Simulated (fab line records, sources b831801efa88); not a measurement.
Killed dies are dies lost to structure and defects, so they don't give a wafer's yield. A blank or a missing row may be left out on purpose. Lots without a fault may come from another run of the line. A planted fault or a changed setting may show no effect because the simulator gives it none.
A struck lot beside a sound one | flow sky130 | 18 steps out of a route of 708
Sound: wafers L869.2, L869.5, L869.6. Struck: wafers L877.1, L877.2, L877.3. The cause comes at the end.
At each step with rows: each side's tool, then ch and its chambers, then its first start. Under that, the readings that differ: sound wafers | struck wafers | difference of the means | sigmas: that difference in standard deviations of wafers without a fault.
alike: readings whose means differ by less than 2 such deviations, and words and numbers that are the same on both sides. not compared: withheld readings, readings that some wafer has no value for, bounds like >300 that may hide the same value, and numbers for which the record gives no deviation and whose values overlap.
The two part at a step that has a row with sigmas, a row that says differs or no value, or rows on one side only. Numbers that don't overlap but have no deviation are shown without sigmas and don't part them. A reading that every wafer of one side lacks parts them only if that side has two wafers or more.

SKY_METAL5_STRIP_16: strips in O2/N2.
  sound on plasma_asher-04 ch 0,1, day 43 18:29; struck on plasma_asher-03 ch 0,1, day 45 22:50
  alike: drypump_motor_current_A, oes_product_au, strip_time_to_endpoint_s
  not compared: rf_hours_counter_h
then, 3 steps without rows for these wafers: SKY_METAL5_STRIP_17 (strips in post etch residue remover, time 1200 s); SKY_METAL5_CLEAN_18 (cleans in IPA, time 180 s); SKY_METAL5_CLEAN_19 (cleans in O3/DIW).
SKY_PASSIVATION_CVD_00: deposits SiO2, target thk 90 nm.
  sound on pecvd-03 ch 0,2, day 43 19:05; struck on pecvd-04 ch 0,1,2, day 45 23:25
  alike: heater_power_w
SKY_PASSIVATION_THK_MEAS_01:
  sound on film_metro-03, day 43 19:07; struck on film_metro-02, day 45 23:26
  alike: PASSIVATION_CVD_00_THK
SKY_PASSIVATION_CVD_02: deposits Si3N4, target thk 540 nm.
  sound on pecvd-04 ch 0,1,2, day 43 19:10; struck on pecvd-03 ch 0,1, day 45 23:30
  alike: heater_power_w
SKY_PASSIVATION_THK_MEAS_03:
  sound on film_metro-02, day 43 19:25; struck on film_metro-04, day 45 23:50
  alike: PASSIVATION_CVD_02_THK
then, 4 steps without rows for these wafers: SKY_PASSIVATION_DEHYDRATE_04 (time 60 s); SKY_PASSIVATION_HMDS_05 (prime time 60 s); SKY_PASSIVATION_COAT_06 (resist thk 3000 nm); SKY_PASSIVATION_SOFTBAKE_07.
SKY_PASSIVATION_EXPOSE_08: exposes mask NSM, target cd 3000 nm.
  sound on iline_stepper-01 ch 0, day 44 06:14; struck on iline_stepper-02 ch 0, day 46 10:50
  reading              | sound                | struck               | difference | sigmas
  exposure_dose_mJ_cm2 | 259.57 259.99 260.05 | 291.49 291.50 291.75 | +31.71     | +99 or more
  alike: mask
then, 2 steps without rows for these wafers: SKY_PASSIVATION_PEB_09; SKY_PASSIVATION_DEVELOP_10 (develop time 60 s).
SKY_PASSIVATION_ETCH_11: etches the open film in CF4/O2, stops on AlCu, target depth 725 nm, time 161.1 s.
  sound on rie_diel-01 ch 1,2, day 44 17:07; struck on rie_diel-01 ch 0,1,2, day 46 21:04
  reading                      | sound          | struck         | difference | sigmas
  model.PASSIVATION.cd_nm (nm) | 2990 2991 2994 | 3038 3038 3042 | +48        |
  alike: drypump_motor_current_A, oes_product_au, throttle_valve_pct
  not compared: rf_hours_counter_h
SKY_PASSIVATION_STRIP_12: strips in O2/N2.
  sound on plasma_asher-02 ch 0,1, day 44 17:13; struck on plasma_asher-03 ch 0,1, day 46 21:11
  reading                      | sound             | struck            | difference | sigmas
  strip_time_to_endpoint_s (s) | 31.85 31.70 31.80 | 31.40 31.62 31.51 | -0.27      | -2
  alike: drypump_motor_current_A, oes_product_au
  not compared: rf_hours_counter_h
then, 1 step without rows for these wafers: SKY_PAD_OPEN_PROBE_99.

WHERE THEY PART
First at SKY_PASSIVATION_EXPOSE_08; last, within this record, at SKY_PASSIVATION_STRIP_12.

WHY: what the simulator had put in
Process parameter drift: iline_stepper-02, from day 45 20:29 on, at SKY_PASSIVATION_EXPOSE_08. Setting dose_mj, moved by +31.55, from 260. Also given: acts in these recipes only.
